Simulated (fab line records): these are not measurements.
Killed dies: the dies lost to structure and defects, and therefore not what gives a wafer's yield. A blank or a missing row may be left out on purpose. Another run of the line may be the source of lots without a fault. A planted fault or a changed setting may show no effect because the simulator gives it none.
fab line records | flow sfq_line | part 1 of 2: steps 1 to 29 of 42
[record] lots = 5 | wafers = 15 | last_day = 83
route steps=325 shown C5@248 M6@251 I6@266 M7@281
lots that met no fault: taken from a fault-free run of the same line
start_h: start of the lot's first displayed wafer, in hours after the record's first day | wait_h: hours elapsed since this lot's preceding step | " repeats the value in the row above | L1.1+2: a row that stands for several wafers | - no value, or no start was given | * or withheld: withheld | < > ~ a bound
route shown NAME@n: NAME is a module with steps in the file, n the number in the route of the first one | usual: mean/standard deviation taken from wafers without a fault | same: alike in all rows | chamber/n: place in a boat | sites: the reading at each site | _std_site: their standard deviation | _edge_site: inner sites' mean taken away from outer sites' mean | radius_mm: how far each site lies from the wafer's centre | mask NAME#n: copy n | behind: the most recent tool/chamber to have shaped the wafer | hold: what put the lot on hold/how long, in hours/how the hold closed | device: the transistor (n, p or np) that didn't switch | end of line: at the end of the route, the tests of the same wafers | where a step has no rows: the recipe by itself | killed: dies that structure and defects cost at the first sort, which is not the same as the wafer's yield | map: a wafer's dies, x killed, . not, _ none there
set.NAME: the run value of the setting; set.NAME@STEP: its run value at that earlier step | model.NAME: the simulator's own value behind a step, which no gauge read
lots at selected steps of the route; one table per step, one row per wafer
services: when a tool's chamber went out of use (start_h, in hours from the record's first day, below 0 if earlier), for how many hours, and the reason
[[steps]]
[step SFQ_TRILAYER_C5_ETCH_VIA_ETCH_154]
[recipe] target = SiO2 | mask_material = PR | chemistry = CHF3 | target_depth_nm = 84 | source_w = 500 | bias_w = 80 | pressure_mtorr = 30 | time_s = withheld | stop_on = Nb
[usual] drypump_motor_current_A = 5.9/0.32 | oes_product_au = 0.893/0.008
lot.wafer | tool        | chamber | start_h | wait_h | drypump_motor_current_A | oes_product_au
L077.2    | rie_diel-02 | 2       | 1491.09 | 0.0    | 5.3                     | 0.874
L077.5    | "           | 3       | "       | "      | 6.5                     | 0.890
L077.6    | "           | 0       | "       | "      | 5.5                     | 0.887
L080.1    | rie_diel-03 | 2       | 1527.07 | 0.0    | 6.2                     | 0.889
L080.5    | "           | 1       | "       | "      | 5.6                     | 0.895
L080.6    | "           | 0       | "       | "      | 5.9                     | 0.897
L090.1    | rie_diel-04 | 3       | 1703.41 | 0.0    | 5.9                     | 0.887
L090.2    | "           | 2       | "       | "      | 6.0                     | 0.892
L090.5    | "           | 3       | "       | "      | 5.9                     | 0.898
L094.1    | rie_diel-03 | 0       | 1718.77 | 0.0    | 6.0                     | 0.884
L094.2    | "           | 3       | "       | "      | 6.1                     | 0.875
L094.6    | "           | 1       | "       | "      | 5.6                     | 0.895
L097.2    | rie_diel-04 | 3       | 1724.77 | 0.0    | 5.9                     | 0.879
L097.4    | "           | 0       | "       | "      | 5.5                     | 0.887
L097.6    | "           | 2       | "       | "      | 5.9                     | 0.897
[step SFQ_TRILAYER_C5_STRIP_STRIP_155]
[recipe] gas = O2 | power_w = 200 | platen_temp_c = 40 | overash_fraction = 0.65 | chemistry = O2 | pressure_mtorr = 50
[usual] drypump_motor_current_A = 5.3/0.35 | oes_product_au = 1.006/0.0072
lot.wafer | tool         | chamber | start_h | wait_h | drypump_motor_current_A | oes_product_au | rf_hours_counter_h
L077.2    | rie_metal-03 | 1       | 1491.13 | -      | 5.7                     | 1.006          | 66
L077.5    | "            | 1       | "       | "      | 5.7                     | 1.010          | -
L077.6    | "            | 0       | "       | "      | 4.8                     | 1.006          | -
L080.1    | rie_metal-04 | 0       | 1527.12 | -      | 5.0                     | 0.999          | 0
L080.5    | "            | 0       | "       | "      | 5.0                     | 1.017          | -
L080.6    | "            | 1       | "       | "      | 5.4                     | 1.003          | -
L090.1    | rie_metal-01 | 1       | 1703.45 | -      | 5.6                     | 1.006          | 113
L090.2    | "            | 1       | "       | "      | 5.6                     | 1.012          | -
L090.5    | "            | 1       | "       | "      | 5.6                     | 1.021          | -
L094.1    | rie_metal-04 | 1       | 1718.82 | -      | 5.5                     | 0.989          | 46
L094.2    | "            | 0       | "       | "      | 5.0                     | 1.001          | 24
L094.6    | "            | 0       | "       | "      | 5.1                     | 1.011          | -
L097.2    | rie_metal-04 | 1       | 1724.82 | -      | 5.4                     | 1.017          | 46
L097.4    | "            | 0       | "       | "      | 5.1                     | 0.998          | -
L097.6    | "            | 1       | "       | "      | 5.4                     | 1.002          | -
[step SFQ_TRILAYER_C5_STRIP_SOLV_CLEAN_156]
[recipe] chemistry = NMP | temp_c = 70 | time_s = 600
lot.wafer  | tool         | chamber | start_h | wait_h
L077.2+5+6 | wet_bench-03 | 6,7,5   | 1491.73 | 0.4
L080.1+5+6 | wet_bench-04 | 5,2,4   | 1527.72 | 0.4
L090.1+2+5 | wet_bench-04 | 7,1,4   | 1704.65 | 1.0
L094.1+2+6 | wet_bench-01 | 7,4,5   | 1719.42 | 0.4
L097.2+4+6 | wet_bench-03 | 0,5,7   | 1725.42 | 0.4
[step SFQ_TRILAYER_M6_DEP_PRE_CLEAN_158]
[recipe] gas = Ar | time_s = 22.5 | bias_v = 250
lot.wafer  | tool           | chamber | start_h | wait_h
L077.2+5+6 | pvd_sputter-06 | -       | 1491.91 | 0.0
L080.1+5+6 | pvd_sputter-05 | -       | 1527.89 | 0.0
L090.1+2+5 | pvd_sputter-06 | -       | 1704.83 | 0.0
L094.1+2+6 | pvd_sputter-06 | -       | 1719.59 | 0.0
L097.2+4+6 | pvd_sputter-06 | -       | 1725.59 | 0.0
[step SFQ_TRILAYER_M6_DEP_SPUTTER_157]
[recipe] material = Nb | base_pressure_pa = 1.33e-06 | chamber_pressure_pa = 0.1377 | substrate_temp_c = 20 | target_thk_nm = 200 | power_w = 2000 | time_s = 133.3
[usual] substrate_temp_c = 19.99/0.097 | throttle_valve_pct = 29.6/0.88
lot.wafer | tool           | chamber | start_h | wait_h | substrate_temp_c | throttle_valve_pct
L077.2    | pvd_sputter-06 | -       | 1491.94 | 0.0    | 19.98            | 28.7
L077.5    | "              | -       | "       | "      | 20.14            | 28.5
L077.6    | "              | -       | "       | "      | 20.01            | 29.0
L080.1    | pvd_sputter-05 | -       | 1527.92 | 0.0    | 20.10            | 30.4
L080.5    | "              | -       | "       | "      | 19.95            | 30.1
L080.6    | "              | -       | "       | "      | 20.05            | 29.8
L090.1    | pvd_sputter-06 | -       | 1704.86 | 0.0    | 19.90            | 28.8
L090.2    | "              | -       | "       | "      | 19.85            | 30.9
L090.5    | "              | -       | "       | "      | 20.06            | 28.8
L094.1    | pvd_sputter-06 | -       | 1719.62 | 0.0    | 20.18            | 28.3
L094.2    | "              | -       | "       | "      | 19.93            | 30.5
L094.6    | "              | -       | "       | "      | 20.03            | 30.6
L097.2    | pvd_sputter-06 | -       | 1725.62 | 0.0    | 20.14            | 30.6
L097.4    | "              | -       | "       | "      | 19.91            | 28.6
L097.6    | "              | -       | "       | "      | 20.07            | 28.1
[step SFQ_M6_RS_MEAS_938]
[recipe] thk_meas_gauge = four-point-probe | reads = Nb_of_TRILAYER_M6_DEP_SPUTTER_157
[usual] M6_NB_RS = 0.885/0.0082
lot.wafer | tool          | chamber | start_h | wait_h | M6_NB_RS[ohm/sq]
L077.2    | film_metro-04 | -       | 1492.05 | 0.1    | 0.882
L077.5    | "             | -       | "       | "      | 0.888
L077.6    | "             | -       | "       | "      | 0.883
L080.1    | film_metro-04 | -       | 1528.01 | 0.0    | 0.883
L080.5    | "             | -       | "       | "      | 0.884
L080.6    | "             | -       | "       | "      | 0.881
L090.1    | film_metro-04 | -       | 1704.95 | 0.0    | 0.885
L090.2    | "             | -       | "       | "      | 0.894
L090.5    | "             | -       | "       | "      | 0.883
L094.1    | film_metro-03 | -       | 1719.71 | 0.0    | 0.891
L094.2    | "             | -       | "       | "      | 0.903
L094.6    | "             | -       | "       | "      | 0.897
L097.2    | film_metro-01 | -       | 1725.73 | 0.1    | 0.900
L097.4    | "             | -       | "       | "      | 0.896
L097.6    | "             | -       | "       | "      | 0.894
[step SFQ_TRILAYER_M6_LITHO_COAT_164]
[recipe] resist = BARC | spin_rpm = 3000 | resist_thk_nm = 62
lot.wafer  | tool           | chamber | start_h | wait_h
L077.2+5+6 | litho_track-03 | 0       | 1492.26 | 0.1
L080.1+5+6 | litho_track-02 | 0       | 1528.19 | 0.1
L090.1+2+5 | litho_track-02 | 0       | 1705.13 | 0.1
L094.1+2+6 | litho_track-04 | 0       | 1719.89 | 0.1
L097.2+4+6 | litho_track-02 | 0       | 1725.94 | 0.1
[step SFQ_TRILAYER_M6_LITHO_COAT_159]
[recipe] resist = KrF | spin_rpm = 3000 | resist_thk_nm = 600
lot.wafer  | tool           | chamber | start_h | wait_h
L077.2+5+6 | litho_track-03 | 0       | 1492.56 | 0.2
L080.1+5+6 | litho_track-02 | 0       | 1528.49 | 0.2
L090.1+2+5 | litho_track-02 | 0       | 1705.43 | 0.2
L094.1+2+6 | litho_track-04 | 0       | 1720.19 | 0.2
L097.2+4+6 | litho_track-02 | 0       | 1726.24 | 0.2
[step SFQ_TRILAYER_M6_LITHO_SOFTBAKE_163]
[recipe] temp_c = withheld | time_s = withheld | resist = KrF
lot.wafer  | tool           | chamber | start_h | wait_h
L077.2+5+6 | litho_track-03 | 0       | 1492.83 | 0.2
L080.1+5+6 | litho_track-02 | 0       | 1528.79 | 0.2
L090.1+2+5 | litho_track-02 | 0       | 1705.73 | 0.2
L094.1+2+6 | litho_track-04 | 0       | 1720.49 | 0.2
L097.2+4+6 | litho_track-02 | 0       | 1726.52 | 0.2
[step SFQ_TRILAYER_M6_LITHO_EXPOSE_160]
[recipe] mask_id = M6 | na = 0.6 | source_shape = conventional | sigma_outer = 0.65 | target_cd_nm = 500 | dose_mj = 14.4
lot.wafer  | tool           | chamber | start_h | wait_h | mask
L077.2+5+6 | krf_scanner-01 | 0       | 1495.57 | -      | M6#0
L080.1+5+6 | krf_scanner-01 | 0       | 1528.94 | -      | M6#0
L090.1+2+5 | krf_scanner-01 | 0       | 1783.22 | -      | M6#0
L094.1+2+6 | krf_scanner-02 | 0       | 1804.94 | -      | M6#0
L097.2+4+6 | krf_scanner-02 | 0       | 1812.34 | -      | M6#0
[step SFQ_TRILAYER_M6_LITHO_PEB_162]
[recipe] peb_temp_c = 115 | peb_time_s = 60 | resist = KrF
lot.wafer  | tool           | chamber | start_h | wait_h
L077.2+5+6 | litho_track-03 | 0       | 1496.60 | 0.8
L080.1+5+6 | litho_track-02 | 0       | 1530.14 | 1.0
L090.1+2+5 | litho_track-02 | 0       | 1784.42 | 1.0
L094.1+2+6 | litho_track-03 | 0       | 1806.14 | 1.0
L097.2+4+6 | litho_track-04 | 0       | 1813.37 | 0.8
[step SFQ_TRILAYER_M6_LITHO_DEVELOP_161]
[recipe] time_s = 60 | resist = KrF
lot.wafer  | tool           | chamber | start_h | wait_h
L077.2+5+6 | litho_track-03 | 0       | 1496.75 | 0.1
L080.1+5+6 | litho_track-02 | 0       | 1530.29 | 0.1
L090.1+2+5 | litho_track-02 | 0       | 1784.57 | 0.1
L094.1+2+6 | litho_track-03 | 0       | 1806.29 | 0.1
L097.2+4+6 | litho_track-04 | 0       | 1813.52 | 0.1
[step SFQ_M6_OVL_MEAS_940]
[usual] M6_OVL = 1/6.1
lot.wafer | tool       | chamber | start_h | wait_h | M6_OVL[nm]
L077.2    | overlay-01 | -       | 1496.88 | 0.1    | -7
L077.5    | "          | -       | "       | "      | 2
L077.6    | "          | -       | "       | "      | -9
L080.1    | overlay-02 | -       | 1530.44 | 0.1    | -2
L080.5    | "          | -       | "       | "      | 0
L080.6    | "          | -       | "       | "      | -13
L090.1    | overlay-01 | -       | 1784.72 | 0.1    | -4
L090.2    | "          | -       | "       | "      | 3
L090.5    | "          | -       | "       | "      | -3
L094.1    | overlay-01 | -       | 1806.44 | 0.1    | -1
L094.2    | "          | -       | "       | "      | 0
L094.6    | "          | -       | "       | "      | 2
L097.2    | overlay-01 | -       | 1813.65 | 0.1    | 3
L097.4    | "          | -       | "       | "      | -8
L097.6    | "          | -       | "       | "      | -4
[step SFQ_TRILAYER_M6_BARC_OPEN_METAL_ETCH_206]
[recipe] mask_material = PR | chemistry = O2 | target_depth_nm = 125 | target = BARC | icp_w = 600 | bias_w = 80 | pressure_mtorr = 10 | time_s = 41.7
[usual] drypump_motor_current_A = 5.26/0.3 | oes_product_au = 0.685/0.0048
lot.wafer | tool         | chamber | start_h | wait_h | drypump_motor_current_A | oes_product_au | rf_hours_counter_h
L077.2    | rie_metal-02 | 0       | 1496.91 | 0.0    | 5.29                    | 0.688          | 95
L077.5    | "            | 1       | "       | "      | 5.27                    | 0.689          | -
L077.6    | "            | 0       | "       | "      | 5.30                    | 0.686          | -
L080.1    | rie_metal-03 | 0       | 1530.48 | 0.0    | 4.77                    | 0.684          | 39
L080.5    | "            | 0       | "       | "      | 4.76                    | 0.680          | -
L080.6    | "            | 1       | "       | "      | 5.71                    | 0.690          | -
L090.1    | rie_metal-03 | 1       | 1784.75 | 0.0    | 5.77                    | 0.681          | 106
L090.2    | "            | 0       | "       | "      | 4.76                    | 0.685          | 73
L090.5    | "            | 0       | "       | "      | 4.77                    | 0.682          | -
L094.1    | rie_metal-04 | 0       | 1806.48 | 0.0    | 4.99                    | 0.693          | 35
L094.2    | "            | 1       | "       | "      | 5.45                    | 0.685          | 55
L094.6    | "            | 0       | "       | "      | 5.03                    | 0.688          | -
L097.2    | rie_metal-04 | 1       | 1813.68 | 0.0    | 5.46                    | 0.681          | 56
L097.4    | "            | 1       | "       | "      | 5.48                    | 0.685          | -
L097.6    | "            | 1       | "       | "      | 5.46                    | 0.682          | -
[step SFQ_TRILAYER_M6_ETCH_METAL_ETCH_162]
[recipe] target = Nb | stop_on = SiO2 | mask_material = PR | chemistry = Cl2/Ar | target_depth_nm = 240 | icp_w = 600 | bias_w = 80 | pressure_mtorr = 10 | time_s = 120
[usual] drypump_motor_current_A = 5.26/0.3 | oes_product_au = 0.897/0.0062
lot.wafer | tool         | chamber | start_h | wait_h | drypump_motor_current_A | oes_product_au | rf_hours_counter_h
L077.2    | rie_metal-02 | 0       | 1496.97 | 0.0    | 5.28                    | 0.897          | 95
L077.5    | "            | 1       | "       | "      | 5.25                    | 0.900          | -
L077.6    | "            | 0       | "       | "      | 5.29                    | 0.897          | -
L080.1    | rie_metal-03 | 0       | 1530.56 | 0.1    | 4.75                    | 0.892          | 39
L080.5    | "            | 0       | "       | "      | 4.75                    | 0.903          | -
L080.6    | "            | 1       | "       | "      | 5.73                    | 0.899          | -
L090.1    | rie_metal-03 | 1       | 1784.81 | 0.0    | 5.72                    | 0.888          | 106
L090.2    | "            | 0       | "       | "      | 4.74                    | 0.894          | 73
L090.5    | "            | 0       | "       | "      | 4.75                    | 0.898          | -
L094.1    | rie_metal-04 | 0       | 1806.54 | 0.0    | 5.05                    | 0.892          | 35
L094.2    | "            | 1       | "       | "      | 5.44                    | 0.884          | 55
L094.6    | "            | 0       | "       | "      | 5.05                    | 0.896          | -
L097.2    | rie_metal-04 | 1       | 1813.74 | 0.0    | 5.46                    | 0.893          | 56
L097.4    | "            | 1       | "       | "      | 5.47                    | 0.890          | -
L097.6    | "            | 1       | "       | "      | 5.48                    | 0.886          | -
[step SFQ_TRILAYER_M6_STRIP_STRIP_163]
[recipe] gas = O2 | power_w = 200 | platen_temp_c = 40 | overash_fraction = 0.65 | chemistry = O2 | pressure_mtorr = 50
[usual] drypump_motor_current_A = 5.27/0.3 | oes_product_au = 1.002/0.007
lot.wafer | tool         | chamber | start_h | wait_h | drypump_motor_current_A | oes_product_au | rf_hours_counter_h
L077.2    | rie_metal-02 | 0       | 1497.09 | 0.1    | 5.30                    | 1.001          | 95
L077.5    | "            | 1       | "       | "      | 5.26                    | 0.994          | -
L077.6    | "            | 0       | "       | "      | 5.29                    | 0.995          | -
L080.1    | rie_metal-03 | 0       | 1530.73 | 0.1    | 4.76                    | 1.008          | 39
L080.5    | "            | 0       | "       | "      | 4.76                    | 1.001          | -
L080.6    | "            | 1       | "       | "      | 5.79                    | 1.005          | -
L090.1    | rie_metal-03 | 1       | 1784.94 | 0.1    | 5.76                    | 0.997          | 106
L090.2    | "            | 0       | "       | "      | 4.75                    | 1.006          | 73
L090.5    | "            | 0       | "       | "      | 4.74                    | 1.009          | -
L094.1    | rie_metal-04 | 0       | 1806.66 | 0.1    | 5.03                    | 0.997          | 35
L094.2    | "            | 1       | "       | "      | 5.43                    | 0.994          | 55
L094.6    | "            | 0       | "       | "      | 5.05                    | 1.002          | -
L097.2    | rie_metal-04 | 1       | 1813.86 | 0.1    | 5.46                    | 1.007          | 57
L097.4    | "            | 1       | "       | "      | 5.45                    | 0.997          | -
L097.6    | "            | 1       | "       | "      | 5.47                    | 0.997          | -
[step SFQ_TRILAYER_M6_STRIP_SOLV_CLEAN_164]
[recipe] chemistry = NMP | temp_c = 70 | time_s = 600
lot.wafer  | tool         | chamber | start_h | wait_h
L077.2+5+6 | wet_bench-02 | 4,6,2   | 1497.69 | 0.4
L080.1+5+6 | wet_bench-04 | 1,2,0   | 1531.53 | 0.5
L090.1+2+5 | wet_bench-02 | 6,0,3   | 1785.54 | 0.4
L094.1+2+6 | wet_bench-04 | 1,3,4   | 1807.26 | 0.4
L097.2+4+6 | wet_bench-02 | 4,2,0   | 1814.46 | 0.4
[step SFQ_TRILAYER_I6_DEP_PECVD_165]
[recipe] material = SiO2 | temp_c = 150 | time_s = 111.11 | pressure_torr = 2.4 | rf_w = 183.3 | precursor = SiH4/N2O | target_thk_nm = 500
[usual] heater_power_w = 85/11 | throttle_valve_pct = 23.9/1.5
lot.wafer | tool     | chamber | start_h | wait_h | heater_power_w | throttle_valve_pct
L077.2    | pecvd-03 | 1       | 1497.88 | 0.0    | 99             | 24.6
L077.5    | "        | 0       | "       | "      | 78             | 25.3
L077.6    | "        | 1       | "       | "      | 101            | 24.6
L080.1    | pecvd-03 | 1       | 1531.70 | 0.0    | 98             | 24.7
L080.5    | "        | 2       | "       | "      | 89             | 25.1
L080.6    | "        | 0       | "       | "      | 82             | 25.3
L090.1    | pecvd-02 | 1       | 1785.71 | 0.0    | 86             | 22.1
L090.2    | "        | 0       | "       | "      | 87             | 22.8
L090.5    | "        | 0       | "       | "      | 93             | 22.6
L094.1    | pecvd-02 | 2       | 1807.44 | 0.0    | 88             | 21.5
L094.2    | "        | 1       | "       | "      | 86             | 22.3
L094.6    | "        | 2       | "       | "      | 73             | 21.6
L097.2    | pecvd-04 | 1       | 1814.64 | 0.0    | 114            | 25.0
L097.4    | "        | 2       | "       | "      | 68             | 22.4
L097.6    | "        | 1       | "       | "      | 92             | 25.0
[step SFQ_TRILAYER_I6_CMP_CMP_166]
[recipe] material = SiO2 | down_force_psi = 3 | platen_rpm = 60 | pad_velocity_m_s = 0.94248
[usual] motor_current_A = 9.3/0.68 | time_to_endpoint_s = 216/6.7
lot.wafer | tool   | chamber | start_h | wait_h | motor_current_A | time_to_endpoint_s
L077.2    | cmp-02 | 0       | 1504.17 | 6.2    | 9.0             | 229
L077.6    | "      | 1       | "       | "      | 9.8             | 227
L077.5    | "      | 2       | "       | "      | 8.8             | 229
L080.1    | cmp-02 | 0       | 1533.28 | 1.5    | 8.7             | 217
L080.5    | "      | 1       | "       | "      | 10.1            | 224
L080.6    | "      | 2       | "       | "      | 8.6             | 226
L090.2    | cmp-01 | 1       | 1785.79 | 0.0    | 10.0            | 214
L090.1    | "      | 2       | "       | "      | 9.7             | 211
L090.5    | "      | 2       | 1788.29 | 2.5    | 9.6             | 217
L094.2    | cmp-01 | 0       | 1808.02 | 0.5    | 8.6             | 210
L094.1    | "      | 1       | "       | "      | 9.9             | 220
L094.6    | "      | 3       | 1809.52 | 2.0    | 10.4            | 212
L097.2    | cmp-01 | 1       | 1816.10 | 1.4    | 9.7             | 218
L097.4    | "      | 0       | 1817.60 | 2.9    | 8.5             | 213
L097.6    | "      | 1       | "       | "      | 9.4             | 221
[step SFQ_I6_BOW_MEAS_941]
[recipe] mode = bow
[usual] I6_BOW = 7/9.4
lot.wafer | tool          | chamber | start_h | wait_h | I6_BOW[um]
L077.2    | film_metro-04 | -       | 1505.69 | 1.0    | 11
L077.5    | "             | -       | "       | "      | 8
L077.6    | "             | -       | "       | "      | 0
L080.1    | film_metro-03 | -       | 1534.78 | 1.0    | -8
L080.5    | "             | -       | "       | "      | -9
L080.6    | "             | -       | "       | "      | 8
L090.1    | film_metro-02 | -       | 1788.79 | 2.0    | 3
L090.2    | "             | -       | "       | "      | 8
L090.5    | "             | -       | "       | "      | 17
L094.1    | film_metro-02 | -       | 1810.52 | 1.5    | -5
L094.2    | "             | -       | "       | "      | 3
L094.6    | "             | -       | "       | "      | -7
L097.2    | film_metro-04 | -       | 1819.12 | 2.5    | -6
L097.4    | "             | -       | "       | "      | 2
L097.6    | "             | -       | "       | "      | 6
[step SFQ_TRILAYER_I6_METRO_MEASURE_167]
[usual] thk_nm = 200.0/0.99
lot.wafer | tool          | chamber | start_h | wait_h | thk_nm
L077.2    | film_metro-04 | -       | 1505.99 | 0.3    | 200.8
L077.5    | "             | -       | "       | "      | 199.7
L077.6    | "             | -       | "       | "      | 201.1
L080.1    | film_metro-03 | -       | 1534.90 | 0.1    | 200.0
L080.5    | "             | -       | "       | "      | 199.7
L080.6    | "             | -       | "       | "      | 200.5
L090.1    | film_metro-02 | -       | 1788.91 | 0.1    | 197.9
L090.2    | "             | -       | "       | "      | 198.4
L090.5    | "             | -       | "       | "      | 199.5
L094.1    | film_metro-02 | -       | 1810.64 | 0.1    | 199.7
L094.2    | "             | -       | "       | "      | 199.9
L094.6    | "             | -       | "       | "      | 198.8
L097.2    | film_metro-04 | -       | 1819.42 | 0.3    | 199.9
L097.4    | "             | -       | "       | "      | 199.4
L097.6    | "             | -       | "       | "      | 200.3
[step SFQ_TRILAYER_I6_VIA_LITHO_COAT_174]
[recipe] resist = BARC | spin_rpm = 3000 | resist_thk_nm = 62
lot.wafer  | tool           | chamber | start_h | wait_h
L077.2+5+6 | litho_track-03 | 0       | 1507.04 | 0.8
L080.1+5+6 | litho_track-02 | 0       | 1536.10 | 1.0
L090.1+2+5 | litho_track-02 | 0       | 1790.11 | 1.0
L094.1+2+6 | litho_track-01 | 0       | 1811.84 | 1.0
L097.2+4+6 | litho_track-01 | 0       | 1820.47 | 0.8
[step SFQ_TRILAYER_I6_VIA_LITHO_COAT_169]
[recipe] resist = KrF | spin_rpm = 3020 | resist_thk_nm = 650
lot.wafer  | tool           | chamber | start_h | wait_h
L077.2+5+6 | litho_track-03 | 0       | 1507.34 | 0.2
L080.1+5+6 | litho_track-02 | 0       | 1536.40 | 0.2
L090.1+2+5 | litho_track-02 | 0       | 1790.41 | 0.2
L094.1+2+6 | litho_track-01 | 0       | 1812.14 | 0.2
L097.2+4+6 | litho_track-01 | 0       | 1820.77 | 0.2
[step SFQ_TRILAYER_I6_VIA_LITHO_SOFTBAKE_173]
[recipe] temp_c = withheld | time_s = withheld | resist = KrF
lot.wafer  | tool           | chamber | start_h | wait_h
L077.2+5+6 | litho_track-03 | 0       | 1507.62 | 0.2
L080.1+5+6 | litho_track-02 | 0       | 1536.70 | 0.2
L090.1+2+5 | litho_track-02 | 0       | 1790.71 | 0.2
L094.1+2+6 | litho_track-01 | 0       | 1812.44 | 0.2
L097.2+4+6 | litho_track-01 | 0       | 1821.05 | 0.2
[step SFQ_TRILAYER_I6_VIA_LITHO_EXPOSE_170]
[recipe] mask_id = I6 | na = 0.6 | source_shape = conventional | sigma_outer = 0.65 | target_cd_nm = 700 | dose_mj = 21.3
lot.wafer  | tool           | chamber | start_h | wait_h | mask
L077.2+5+6 | krf_scanner-02 | 0       | 1620.74 | -      | I6#0
L080.1+5+6 | krf_scanner-02 | 0       | 1645.74 | -      | I6#0
L090.1+2+5 | krf_scanner-02 | 0       | 1871.19 | -      | I6#0
L094.1+2+6 | krf_scanner-01 | 0       | 1893.15 | -      | I6#0
L097.2+4+6 | krf_scanner-01 | 0       | 1898.15 | -      | I6#0
[step SFQ_TRILAYER_I6_VIA_LITHO_PEB_172]
[recipe] peb_temp_c = 115 | peb_time_s = 60 | resist = KrF
lot.wafer  | tool           | chamber | start_h | wait_h
L077.2+5+6 | litho_track-02 | 0       | 1621.77 | 0.8
L080.1+5+6 | litho_track-01 | 0       | 1646.94 | 1.0
L090.1+2+5 | litho_track-02 | 0       | 1872.39 | 1.0
L094.1+2+6 | litho_track-01 | 0       | 1894.35 | 1.0
L097.2+4+6 | litho_track-03 | 0       | 1899.17 | 0.8
[step SFQ_TRILAYER_I6_VIA_LITHO_DEVELOP_171]
[recipe] time_s = 60 | resist = KrF
lot.wafer  | tool           | chamber | start_h | wait_h
L077.2+5+6 | litho_track-02 | 0       | 1621.92 | 0.1
L080.1+5+6 | litho_track-01 | 0       | 1647.09 | 0.1
L090.1+2+5 | litho_track-02 | 0       | 1872.54 | 0.1
L094.1+2+6 | litho_track-01 | 0       | 1894.50 | 0.1
L097.2+4+6 | litho_track-03 | 0       | 1899.32 | 0.1
[step SFQ_I6_OVL_MEAS_942]
[usual] I6_OVL = 2/5.9
lot.wafer | tool       | chamber | start_h | wait_h | I6_OVL[nm]
L077.2    | overlay-02 | -       | 1622.05 | 0.1    | 2
L077.5    | "          | -       | "       | "      | 12
L077.6    | "          | -       | "       | "      | 0
L080.1    | overlay-02 | -       | 1647.24 | 0.1    | -4
L080.5    | "          | -       | "       | "      | -5
L080.6    | "          | -       | "       | "      | -12
L090.1    | overlay-01 | -       | 1872.69 | 0.1    | 4
L090.2    | "          | -       | "       | "      | 7
L090.5    | "          | -       | "       | "      | 8
L094.1    | overlay-02 | -       | 1894.65 | 0.1    | 3
L094.2    | "          | -       | "       | "      | 10
L094.6    | "          | -       | "       | "      | 9
L097.2    | overlay-01 | -       | 1899.46 | 0.1    | 9
L097.4    | "          | -       | "       | "      | 13
L097.6    | "          | -       | "       | "      | 12
[step SFQ_TRILAYER_I6_VIA_BARC_OPEN_VIA_ETCH_235]
[recipe] mask_material = PR | chemistry = O2 | target_depth_nm = 125 | target = BARC | source_w = 500 | bias_w = 80 | pressure_mtorr = 30 | time_s = 41.7
[usual] drypump_motor_current_A = 5.8/0.37 | oes_product_au = 0.685/0.0047
lot.wafer | tool        | chamber | start_h | wait_h | drypump_motor_current_A | oes_product_au | rf_hours_counter_h
L077.2    | rie_diel-02 | 1       | 1622.08 | 0.0    | 6.0                     | 0.688          | 1
L077.5    | "           | 2       | "       | "      | 5.3                     | 0.688          | -
L077.6    | "           | 1       | "       | "      | 6.0                     | 0.688          | -
L080.1    | rie_diel-02 | 0       | 1647.28 | 0.0    | 5.6                     | 0.685          | 1
L080.5    | "           | 3       | "       | "      | 6.5                     | 0.682          | -
L080.6    | "           | 2       | "       | "      | 5.3                     | 0.690          | -
L090.1    | rie_diel-02 | 3       | 1872.73 | 0.0    | 6.5                     | 0.688          | 1
L090.2    | "           | 0       | "       | "      | 5.6                     | 0.695          | 4
L090.5    | "           | 3       | "       | "      | 6.4                     | 0.680          | -
L094.1    | rie_diel-02 | 0       | 1894.69 | 0.0    | 5.6                     | 0.673          | 5
L094.2    | "           | 3       | "       | "      | 6.5                     | 0.683          | 1
L094.6    | "           | 2       | "       | "      | 5.3                     | 0.688          | -
L097.2    | rie_diel-01 | 0       | 1899.49 | 0.0    | 6.0                     | 0.680          | 3
L097.4    | "           | 2       | "       | "      | 5.6                     | 0.686          | 2
L097.6    | "           | 1       | "       | "      | 5.6                     | 0.683          | -
